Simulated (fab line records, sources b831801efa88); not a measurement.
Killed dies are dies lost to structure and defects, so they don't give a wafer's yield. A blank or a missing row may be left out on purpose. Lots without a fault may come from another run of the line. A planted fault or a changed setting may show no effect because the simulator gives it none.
Chamber matching | flow sky130 | SKY_CONTACT_CMP_04 on cmp-02: 4 sister chambers
The step polishes SiO2. 8 wafers are shown with their chamber, then 9 later ones without.

WAFERS WITH THEIR CHAMBER
wafer  | chamber | motor_current_A (A) | time_to_endpoint_s (s)
L985.2 | 0       | 13.4                | 83
L988.4 | 0       | 13.8                | 77
L990.4 | 3       | 13.5                | 77
L991.1 | 1       | 11.1                | 86
L991.6 | 3       | 12.3                | 83
L992.1 | 2       | 15.4                | 79
L992.2 | 1       | 11.1                | 84
L992.5 | 2       | 15.4                | 82

WAFERS WITHOUT THEIR CHAMBER
wafer  | motor_current_A (A) | time_to_endpoint_s (s)
L995.3 | 15.6                | 80
L995.4 | 12.1                | 80
L995.6 | 12.4                | 75
L106.3 | 11.0                | 86
L106.4 | 14.8                | 81
L106.5 | 10.4                | 84
L108.2 | 11.2                | 85
L108.5 | 16.0                | 85
L108.6 | 10.8                | 84

WHICH CHAMBER EACH WENT THROUGH
wafer  | from the rows above          | in truth
L995.3 | 2                            | 2
L995.4 | can't be placed: 3 or 1 or 0 | 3
L995.6 | can't be placed: 3 or 0      | 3
L106.3 | 1                            | 1
L106.4 | can't be placed: 2 or 0      | 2
L106.5 | 1                            | 1
L108.2 | 1                            | 1
L108.5 | 2                            | 2
L108.6 | 1                            | 1
Placed correctly: 6 of 9. Can't be placed from these rows: 3 (the true chamber is among the candidates in 3). Placed wrongly: 0.
How it was worked out, from the rows above alone: a wafer's distance from a chamber is the root of the sum, over the readings, of the square of ((its reading less the chamber's mean) divided by the reading's scatter). The wafer belongs to the nearest chamber; if the next one is less than 2 further off, it can't be placed. A chamber's mean is the mean of its shown wafers. The scatter: the root of (the sum of the squares of (reading less its chamber's mean) over the shown wafers, divided by (wafers less chambers)).
